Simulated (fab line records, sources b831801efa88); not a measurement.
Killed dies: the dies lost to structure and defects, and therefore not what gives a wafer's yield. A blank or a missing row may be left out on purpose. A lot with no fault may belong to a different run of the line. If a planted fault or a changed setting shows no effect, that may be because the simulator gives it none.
Which tool did it? -- flow gf180mcu -- Sampling: 7 lots, 21 wafers, 4 of 602 route steps

== WHAT EACH GAUGE READ, for each wafer ==
GF_NSD_TW_MEAS_12.
lot,measured,on,NSD_TW
L137,day 13 22:12,filmMetro-01,4165 4197 4176
L140,day 14 14:57,filmMetro-01,4188 4194 4208
L142,day 15 05:02,filmMetro-04,4205 4216 4200
L144,day 16 06:46,filmMetro-01,4205 4188 4195
L148,day 17 16:15,filmMetro-04,2992 2975 2985
L150,day 18 11:21,filmMetro-04,4201 4218 4206
L159,day 21 04:26,filmMetro-01,4240 4227 4246

== WHAT TOOL EACH LOT RAN ON (gives the tool, then ch and the chambers of the sampled wafers, and finally the start) ==
lot,GF_POLY_GATE_ETCH_12,GF_NSD_IMPLANT_09,GF_NSD_STRIP_11
L137,"rieDiel-04 ch 0,1,2, day 9 17:26","implanter-03 ch 0, day 13 21:48","plasmaAsher-04 ch 0,1, day 13 22:06"
L140,"rieDiel-04 ch 0,1,3, day 10 07:55","implanter-01 ch 0, day 14 14:33","plasmaAsher-04 ch 0,1, day 14 14:51"
L142,"rieDiel-04 ch 0,1, day 10 19:41","implanter-03 ch 0, day 15 04:39","plasmaAsher-03 ch 0, day 15 04:55"
L144,"rieDiel-02 ch 0,1, day 11 14:55","implanter-03 ch 0, day 16 06:22","plasmaAsher-03 ch 0,1, day 16 06:40"
L148,"rieDiel-04 ch 1,2, day 12 21:46","implanter-03, day 17 15:51","plasmaAsher-02 ch 0,1, day 17 16:09"
L150,"rieDiel-02 ch 0,1, day 13 14:07","implanter-03 ch 0, day 18 10:57","plasmaAsher-03 ch 0,1, day 18 11:15"
L159,"rieDiel-02 ch 1,2,3, day 16 01:00","implanter-03 ch 0, day 21 04:04","plasmaAsher-03 ch 0,1, day 21 04:21"
- GF_POLY_GATE_ETCH_12: etches BARC in N2/H2.
- GF_NSD_IMPLANT_09
- GF_NSD_STRIP_11: strips in O2/N2.

== THE ANSWER, worked out from the rows above alone ==
Rule: the usual values come from the lots themselves. Put in order of their means at a reading, lots are off if they are a third of the lots or fewer, leave a main group of 4 or more, and stand apart from it by a gap of 3 or more times the standard deviation of the main group's means; of several such gaps the widest counts. A main group whose means are all the same, to the digits that the tables above print for the reading, isn't used. A lot without any number at a reading at which 4 lots or more have one is off too. Any other lot the step has rows for is counted as sound.
Off: L148, seen at GF_NSD_TW_MEAS_12 (NSD_TW). Mean 4204 and standard deviation 18 in the main group.
If a tool, at a process step before that reading, ran all the lots that are off and no sound lot after the first of them, it fits. Gauges at GF_NSD_TW_MEAS_12: tried the same way as those tools. 2 tools fit, rieDiel-04 at GF_POLY_GATE_ETCH_12 and plasmaAsher-02 at GF_NSD_STRIP_11, so this cannot tell which one it is.

== WHAT THE SIMULATOR HAD PUT IN ==
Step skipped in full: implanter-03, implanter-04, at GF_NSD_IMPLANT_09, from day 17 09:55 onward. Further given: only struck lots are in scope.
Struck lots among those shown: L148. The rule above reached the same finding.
